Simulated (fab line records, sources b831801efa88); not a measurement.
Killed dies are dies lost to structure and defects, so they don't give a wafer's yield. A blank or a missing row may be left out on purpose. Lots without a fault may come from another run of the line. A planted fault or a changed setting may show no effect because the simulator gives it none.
Chamber matching | flow gf180mcu | GF_V4_CMP_04 on cmp-02: 4 sister chambers
The step polishes SiO2. 8 wafers are shown with their chamber, then 8 later ones without.

WAFERS WITH THEIR CHAMBER
wafer  | chamber | motor_current_A (A) | time_to_endpoint_s (s)
L608.1 | 3       | 11.0                | 80
L616.6 | 2       | 13.5                | 76
L618.1 | 1       | 11.4                | 73
L618.6 | 3       | 10.4                | 77
L619.3 | 0       | 11.3                | 74
L619.5 | 0       | 11.5                | 81
L619.6 | 1       | 12.0                | 78
L620.2 | 2       | 13.2                | 75

WAFERS WITHOUT THEIR CHAMBER
wafer  | motor_current_A (A) | time_to_endpoint_s (s)
L620.4 | 10.8                | 77
L620.5 | 10.4                | 89
L621.1 | 11.1                | 69
L621.2 | 10.5                | 73
L621.5 | 10.9                | 77
L622.1 | 12.8                | 84
L622.2 | 11.4                | 70
L622.3 | 11.0                | 78

WHICH CHAMBER EACH WENT THROUGH
wafer  | from the rows above          | in truth
L620.4 | can't be placed: 3 or 0      | 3
L620.5 | can't be placed: 3 or 0      | 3
L621.1 | can't be placed: 1 or 0 or 3 | 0
L621.2 | can't be placed: 3 or 0 or 1 | 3
L621.5 | can't be placed: 3 or 0 or 1 | 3
L622.1 | can't be placed: 2 or 1 or 0 | 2
L622.2 | can't be placed: 1 or 0 or 3 | 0
L622.3 | can't be placed: 3 or 0 or 1 | 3
Placed correctly: 0 of 8. Can't be placed from these rows: 8 (the true chamber is among the candidates in 8). Placed wrongly: 0.
How it was worked out, from the rows above alone: a wafer's distance from a chamber is the root of the sum, over the readings, of the square of ((its reading less the chamber's mean) divided by the reading's scatter). The wafer belongs to the nearest chamber; if the next one is less than 2 further off, it can't be placed. A chamber's mean is the mean of its shown wafers. The scatter: the root of (the sum of the squares of (reading less its chamber's mean) over the shown wafers, divided by (wafers less chambers)).
